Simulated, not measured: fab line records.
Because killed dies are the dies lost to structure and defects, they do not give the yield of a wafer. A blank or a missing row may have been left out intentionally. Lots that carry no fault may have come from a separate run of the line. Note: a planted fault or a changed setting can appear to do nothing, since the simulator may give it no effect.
Comparing a struck lot with a sound one | flow sky130 | 16 out of 708 route steps
Sound: wafers L839.2, L839.4, L839.5. Wafers L845.1, L845.3, L845.5 were the ones struck. The cause is named last.
Per side, at each step with rows, come the tool, then ch with its chambers, and then its first start. Under that, the readings that differ: sound wafers | struck wafers | difference of the means | sigmas: that difference in standard deviations of wafers without a fault.
alike: same words and numbers on both sides, and readings whose means sit less than 2 such deviations apart. not compared: any withheld reading, any reading some wafer has no value for, any bound like >300 that may hide the same value, and any number with overlapping values for which the record gives no deviation.
The two part at a step that has a row with sigmas, a row that says differs or no value, or rows on one side only. Numbers that have no deviation but don't overlap get no sigmas and don't part them. A reading missing from all wafers of one side parts the sides only when that side holds two or more wafers.

first, 9 steps without rows for these wafers: SKY_CAPM_CLEAN_17 (cleans in O3/DIW); SKY_METAL3_DEHYDRATE_05 (time 60 s); SKY_METAL3_HMDS_06 (prime time 60 s); SKY_METAL3_COAT_07 (resist thk 60 nm); SKY_METAL3_COAT_08 (resist thk 1140 nm); SKY_METAL3_SOFTBAKE_09 (time 90 s); SKY_METAL3_EXPOSE_10 (exposes mask MM3, target cd 300 nm); SKY_METAL3_PEB_11; SKY_METAL3_DEVELOP_12 (develop time 60 s).
SKY_METAL3_CD_MEAS_13 targets a cd of 300 nm.
  struck on cd_sem-02, day 43 00:09; sound on cd_sem-01, day 41 20:02
  alike: cd_nm
SKY_METAL3_OVL_MEAS_14:
  struck on overlay-02, day 43 00:16; sound on overlay-02, day 41 20:08
  alike: METAL3_OVL
SKY_METAL3_DESCUM_15: chemistry O2, time 8 s.
  sound on rie_metal-03 ch 0,1, day 41 20:10; struck on rie_metal-03 ch 1, day 43 00:19
  alike: drypump_motor_current_A, oes_product_au
  not compared: rf_hours_counter_h
SKY_METAL3_ETCH_16: etches BARC in N2/H2, stops on SiO2, time 88.2 s, target depth 60 nm.
  sound on rie_metal-03 ch 0,1, day 41 20:11; struck on rie_metal-03 ch 1, day 43 00:20
  reading                                       | sound             | struck            | difference | sigmas
  rf_fwd_power_W (W)                            | 496.7 495.7 495.6 | 576.2 576.5 577.0 | +80.6      | +47
  model.KrF-thick_of_METAL3_COAT_08.thk_nm (nm) | 1080 1082 1081    | 1078 1078 1076    | -4         |
  model.METAL3.cd_nm (nm)                       | 301.3 299.8 299.2 | 295.9 296.6 296.6 | -3.7       |
  model.SiO2_of_CAPM_CVD_00.thk_nm (nm)         | 15.5 15.62 15.56  | 14.94 14.63 15.01 | -0.70      |
  alike: drypump_motor_current_A, oes_product_au, throttle_valve_pct
  not compared: rf_hours_counter_h
SKY_METAL3_ETCH_17: etches SiO2 in C4F8/O2/Ar, stops on TiN, time 3.9 s, target depth 15 nm.
  sound on rie_diel-01 ch 0,1,2, day 41 20:17; struck on rie_diel-02 ch 0,1,3, day 43 00:26
  reading                  | sound             | struck            | difference | sigmas
  oes_product_au (a.u.)    | 0.756 0.758 0.760 | 0.745 0.734 0.737 | -0.019     | -3
  model.METAL3.cd_nm (nm)  | 301.3 299.9 299.2 | 296 296.5 296.6   | -4         |
  model.etch.depth_nm (nm) | 15.5 15.62 15.56  | 14.94 14.63 15.01 | -0.70      |
  alike: rf_fwd_power_W
  not compared: rf_hours_counter_h
SKY_METAL3_METAL_ETCH_18: etches the open film in Cl2/BCl3, stops on SiO2, target depth 845 nm, time 183.1 s.
  sound on rie_metal-01 ch 0,1, day 41 20:19; struck on rie_metal-01 ch 0,1, day 43 00:28
  alike: drypump_motor_current_A, oes_product_au, rf_fwd_power_W, throttle_valve_pct
  not compared: rf_hours_counter_h
-- the record jumps here: 6 days lie between the struck wafers' starts before and after (it left off in module METAL3 and takes up again in module PAD_OPEN, whose first step shown is number 708 of the route) --
SKY_PAD_OPEN_PROBE_99:
  struck on prober-02, day 49 11:07; sound on prober-01, day 48 14:34
  alike: defect_limited_yield, killed_at_M0_to_M3, killed_at_M4_up, killed_at_contacts, killed_at_front_end, killed_at_other, killed_dies, killed_on_rim, killed_open, killed_short, sort_bin_3_pad_short, sort_bin_5_function, sort_bin_6_memory, sort_n_pass, sort_yield_pct

WHERE THEY PART
Last at SKY_METAL3_ETCH_17 as far as this record goes, first at SKY_METAL3_ETCH_16. Later steps at which nothing parts them and some readings are alike: SKY_METAL3_METAL_ETCH_18, SKY_PAD_OPEN_PROBE_99.

WHY: the cause the simulator had injected
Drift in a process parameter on rie_metal-03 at SKY_METAL3_ETCH_16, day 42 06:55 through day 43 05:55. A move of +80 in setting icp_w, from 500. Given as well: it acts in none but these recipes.
